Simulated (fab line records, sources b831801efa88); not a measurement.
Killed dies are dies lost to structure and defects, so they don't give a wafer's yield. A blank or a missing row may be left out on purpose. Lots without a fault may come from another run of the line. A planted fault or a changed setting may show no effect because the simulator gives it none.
A struck lot beside a sound one | flow sky130 | 20 steps out of a route of 708
Sound: wafers L295.1, L295.2, L295.6. Struck: wafers L286.1, L286.2, L286.4. The cause comes at the end.
At each step with rows: each side's tool, then ch and its chambers, then its first start. Under that, the readings that differ: sound wafers | struck wafers | difference of the means | sigmas: that difference in standard deviations of wafers without a fault.
alike: readings whose means differ by less than 2 such deviations, and words and numbers that are the same on both sides. not compared: withheld readings, readings that some wafer has no value for, bounds like >300 that may hide the same value, and numbers for which the record gives no deviation and whose values overlap.
The two part at a step that has a row with sigmas, a row that says differs or no value, or rows on one side only. Numbers that don't overlap but have no deviation are shown without sigmas and don't part them. A reading that every wafer of one side lacks parts them only if that side has two wafers or more.

SKY_LDD_HVP_OVL_MEAS_07:
  sound on overlay-01, day 28 08:01; struck on overlay-01, day 26 05:54
  alike: LDD_HVP_OVL
then, 1 step without rows for these wafers: SKY_LDD_HVP_IMPLANT_08.
SKY_LDD_HVP_STRIP_09: strips in O2/N2.
  sound on plasma_asher-04 ch 0,1, day 28 08:13; struck on plasma_asher-01 ch 0,1, day 26 06:05
  alike: drypump_motor_current_A, n2_flow_sccm, oes_product_au, strip_time_to_endpoint_s
  not compared: rf_hours_counter_h
SKY_LDD_HVP_TW_MEAS_10:
  sound on film_metro-02, day 28 08:19; struck on film_metro-01, day 26 06:11
  alike: LDD_HVP_TW
then, 7 steps without rows for these wafers: SKY_LDD_LDN_DEHYDRATE_00 (time 60 s); SKY_LDD_LDN_HMDS_01 (prime time 60 s); SKY_LDD_LDN_COAT_02 (resist thk 1140 nm); SKY_LDD_LDN_SOFTBAKE_03 (time 60 s); SKY_LDD_LDN_EXPOSE_04 (exposes mask LDNTM, target cd 700 nm); SKY_LDD_LDN_PEB_05; SKY_LDD_LDN_DEVELOP_06 (develop time 60 s).
SKY_LDD_LDN_OVL_MEAS_07:
  sound on overlay-02, day 29 12:01; struck on overlay-02, day 27 10:46
  alike: LDD_LDN_OVL
SKY_LDD_LDN_IMPLANT_08:
  sound on implanter-01 ch 0, day 29 12:03; struck on implanter-02 ch 0, day 27 10:48
  reading            | sound                           | struck                      | difference | sigmas
  dose_ions_cm2      | 1.2473e+13 1.2506e+13 1.249e+13 | 9.04e+12 9.06e+12 9.041e+12 | -3.44e+12  | -99 or more
  faraday_current_uA | 70.1 67.1 69.3                  | 50.5 51.4 50.6              | -18.0      | -12
  alike: beam_on_s
then, 3 steps without rows for these wafers: SKY_LDD_LDN_IMPLANT_09; SKY_LDD_LDN_IMPLANT_10; SKY_LDD_LDN_IMPLANT_11.
SKY_LDD_LDN_STRIP_12: strips in O2/N2.
  sound on plasma_asher-02 ch 0,1, day 29 12:39; struck on plasma_asher-03 ch 0,1, day 27 11:24
  alike: drypump_motor_current_A, n2_flow_sccm, oes_product_au, strip_time_to_endpoint_s
  not compared: rf_hours_counter_h
SKY_LDD_LDN_TW_MEAS_13:
  sound on film_metro-04, day 29 12:45; struck on film_metro-04, day 27 11:30
  reading    | sound          | struck         | difference | sigmas
  LDD_LDN_TW | 1472 1469 1463 | 1439 1439 1435 | -30        | -4
then, 1 step without rows for these wafers: SKY_LDD_LDN_CLEAN_14 (cleans in SC1/SC2, time 150 s).
-- the record jumps here: 21 days lie between the struck wafers' starts before and after (it left off in module LDD_LDN and takes up again in module PAD_OPEN, whose first step shown is number 708 of the route) --
SKY_PAD_OPEN_PROBE_99:
  sound on prober-02, day 50 02:05; struck on prober-01, day 48 18:41
  reading                         | sound          | struck         | difference | sigmas
  model.etest.tip_sonos.rs_ohm_sq | 2672 2705 2660 | 2829 2857 2850 | +166       |
  alike: killed_at_M0_to_M3, killed_at_M4_up, killed_at_contacts, killed_at_front_end, killed_at_other, killed_dies, killed_open, killed_short

WHERE THEY PART
First at SKY_LDD_LDN_IMPLANT_08; last, within this record, at SKY_LDD_LDN_TW_MEAS_13. Later steps at which nothing parts them and some readings are alike: SKY_PAD_OPEN_PROBE_99.

WHY: what the simulator had put in
Process parameter drift: implanter-02, from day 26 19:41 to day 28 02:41, at SKY_LDD_LDN_IMPLANT_08. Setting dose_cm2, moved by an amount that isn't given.
